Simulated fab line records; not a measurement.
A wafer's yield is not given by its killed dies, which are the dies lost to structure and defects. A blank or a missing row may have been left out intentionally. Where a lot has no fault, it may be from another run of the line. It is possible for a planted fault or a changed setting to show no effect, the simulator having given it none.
Matching of chambers	flow gf180mcu	4 sister chambers for GF_POLY_GATE_ETCH_13 on rie_si-01
The step etches poly-Si in HBr/Cl2, stops on SiO2, target depth 198.5 nm, time 69.6 s. 16 wafers are shown with their chamber, then 8 later ones without.

EACH WAFER AND ITS CHAMBER
wafer	chamber	drypump_motor_current_A (A)	oes_product_au (a.u.)	throttle_valve_pct (%)
L648.1	0	5.6	0.993	33.673
L648.5	0	5.6	0.983	33.678
L648.6	1	6.0	0.991	33.691
L649.1	2	4.9	0.991	33.680
L649.2	3	6.0	0.989	33.686
L649.5	2	4.9	0.989	33.666
L650.1	3	6.0	0.996	33.678
L650.3	1	6.0	0.984	33.695
L650.5	3	6.0	0.990	33.684
L654.1	0	5.5	1.002	33.682
L654.5	3	6.0	0.989	33.709
L654.6	2	5.0	0.990	33.704
L655.2	1	6.0	0.987	33.693
L655.4	0	5.5	1.002	33.683
L655.5	2	4.9	0.994	33.692
L657.2	3	6.0	0.991	33.685

SIGNATURES (means of the wafers above)
reading	chamber 0	chamber 1	chamber 2	chamber 3	scatter within a chamber
drypump_motor_current_A	5.550	6.000	4.925	6.000	0.0382
oes_product_au	0.99500	0.98733	0.99100	0.99100	0.00515
throttle_valve_pct	33.67900	33.69300	33.68550	33.68840	0.0109
Rule: for each reading, subtract the chamber's mean from the wafer's reading, divide by that reading's scatter and square the result; add these up over the readings and take the root, which gives the wafer's distance from the chamber. The wafer belongs to the nearest chamber; if the next one is less than 2 further off, it can't be placed. The scatter: take each reading less its chamber's mean, square it, sum over the shown wafers, divide by the number of wafers less the number of chambers, and take the root.

WAFERS WHOSE CHAMBER IS MISSING
wafer	drypump_motor_current_A (A)	oes_product_au (a.u.)	throttle_valve_pct (%)
L657.3	6.1	0.995	33.678
L657.6	5.6	1.005	33.681
L658.1	6.0	0.999	33.687
L658.3	5.5	1.005	33.680
L658.6	6.0	0.987	33.686
L670.1	4.9	0.980	33.691
L670.4	5.6	0.988	33.680
L670.5	6.0	0.988	33.682

EACH ONE'S CHAMBER
wafer	from the rows above	in truth
L657.3	can't be placed: 3 or 1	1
L657.6	0	0
L658.1	can't be placed: 3 or 1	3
L658.3	0	0
L658.6	can't be placed: 1 or 3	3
L670.1	2	2
L670.4	0	0
L670.5	can't be placed: 3 or 1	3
Placed correctly: 4 of 8. Not placeable from these rows: 4 (in 4, the candidates include the true chamber). 0 placed wrongly.
